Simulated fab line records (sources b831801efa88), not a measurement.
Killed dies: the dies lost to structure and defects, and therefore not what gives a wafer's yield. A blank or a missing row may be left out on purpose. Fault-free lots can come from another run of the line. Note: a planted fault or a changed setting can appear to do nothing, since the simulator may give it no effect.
Chamber matching | flow gf180mcu | 4 sister chambers for GF_POLY_GATE_ETCH_13 on rie-si-02
The step etches poly-Si in HBr/Cl2, stops on SiO2, target depth 198.5 nm, time 69.6 s. 8 wafers are shown with their chamber, then 7 later ones without.

WAFERS WITH THEIR CHAMBER
wafer  | chamber | drypump-motor-current-A (A) | throttle-valve-pct (%)
L546.6 | 3       | 5.5                         | 33.673
L547.1 | 1       | 5.2                         | 33.678
L547.6 | 2       | 5.5                         | 33.689
L550.1 | 2       | 5.5                         | 33.676
L550.2 | 0       | 5.5                         | 33.693
L550.4 | 1       | 5.2                         | 33.683
L551.2 | 0       | 5.6                         | 33.701
L551.3 | 3       | 5.5                         | 33.661

WAFERS WITHOUT THEIR CHAMBER
wafer  | drypump-motor-current-A (A) | throttle-valve-pct (%)
L551.5 | 5.2                         | 33.674
L556.4 | 5.2                         | 33.689
L556.5 | 5.5                         | 33.696
L556.6 | 5.5                         | 33.681
L558.2 | 5.5                         | 33.682
L558.4 | 5.2                         | 33.685
L558.5 | 5.2                         | 33.690

WHICH CHAMBER EACH ONE RAN IN
wafer  | from the rows above     | in truth
L551.5 | 1                       | 1
L556.4 | 1                       | 1
L556.5 | can't be placed: 0 or 2 | 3
L556.6 | can't be placed: 2 or 3 | 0
L558.2 | 2                       | 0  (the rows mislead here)
L558.4 | 1                       | 1
L558.5 | 1                       | 1
Correct placement for 4 of the 7. Cannot be placed on the basis of these rows: 2; the candidates contain the true chamber in 0. Number placed wrongly: 1.
How it was worked out, from the rows above alone: a wafer's distance from a chamber is the root of the sum, over the readings, of the square of ((its reading less the chamber's mean) divided by the reading's scatter). The wafer belongs to the nearest chamber; if the next one is less than 2 further off, it can't be placed. Each chamber's mean is taken over the wafers shown for it. The scatter: take each reading less its chamber's mean, square it, sum over the shown wafers, divide by the number of wafers less the number of chambers, and take the root.
